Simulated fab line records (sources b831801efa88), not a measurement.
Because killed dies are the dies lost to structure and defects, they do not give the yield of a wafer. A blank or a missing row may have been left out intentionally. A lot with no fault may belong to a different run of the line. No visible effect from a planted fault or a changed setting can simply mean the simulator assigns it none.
A struck lot beside a sound one || flow gf180mcu || 14 out of 602 route steps
Sound: the wafers L603.1, L603.3, L603.4. Struck: wafers L602.2, L602.3, L602.4. The cause is given at the end.
Each step with rows lists, per side, the tool, then ch with its chambers, then its first start. Under that, the readings that differ: sound wafers || struck wafers || difference of the means || sigmas: that difference in standard deviations of wafers without a fault.
alike: readings with means less than 2 such deviations apart, plus words and numbers identical on both sides. not compared: withheld readings, readings lacking a value on some wafer, bounds such as >300 that could conceal the same value, and numbers that have no deviation in the record and whose values overlap.
A row with sigmas, a row that says differs or no value, or rows on one side alone: a step with any of these is where the two part. When numbers do not overlap yet have no deviation, they are printed without sigmas and do not part them. A reading that every wafer of one side lacks parts them only if that side has two wafers or more.

first, 1 step without rows for these wafers: GF_V3_CVD_00 (deposits SiO2, target thk 600 nm, time 100 s).
GF_V3_THK_MEAS_01:
  struck on film-metro-02, day 27 05:59; sound on film-metro-01, day 27 11:38
  alike: V3_CVD_00_THK
GF_V3_CVD_02: deposits SiO2 from TEOS, target thk 850 nm, time 94.851 s.
  sound on pecvd-01 ch 0,1, day 27 11:42; struck on pecvd-02 ch 0,1,2, day 27 06:02
  alike: heater-power-w
GF_V3_THK_MEAS_03:
  struck on film-metro-04, day 27 06:07; sound on film-metro-02, day 27 11:46
  alike: V3_CVD_02_THK
GF_V3_CMP_04: polishes SiO2.
  sound on cmp-02 ch 0,2,3, day 27 11:50; struck on cmp-02 ch 0,1,2, day 27 06:10
  alike: motor-current-A, platen-rpm, time-to-endpoint-s
GF_V3_BOW_MEAS_05:
  struck on film-metro-04, day 27 06:29; sound on film-metro-02, day 27 12:08
  alike: V3_BOW
then, 6 steps without rows for these wafers: GF_V3_DEHYDRATE_06 (time 60 s); GF_V3_HMDS_07 (prime time 60 s); GF_V3_COAT_08; GF_V3_COAT_09 (resist thk 1000 nm); GF_V3_SOFTBAKE_10 (time 60 s); GF_V3_EXPOSE_11 (exposes mask Via3, target cd 260 nm).
GF_V3_PEB_12: peb time 90 s.
  struck on litho-track-01, day 28 02:14; sound on litho-track-03 ch 0, day 28 07:37
  no value came back on the struck wafers for chill-plate-temp-C (C), exhaust-pa (Pa); on the sound wafers chill-plate-temp-C (C) reads 23.19 23.18 23.13
then, 1 step without rows for these wafers: GF_V3_DEVELOP_13 (develop time 60 s).

## WHERE THEY PART
Only at GF_V3_PEB_12, within this record.

WHY: whatever the simulator had introduced
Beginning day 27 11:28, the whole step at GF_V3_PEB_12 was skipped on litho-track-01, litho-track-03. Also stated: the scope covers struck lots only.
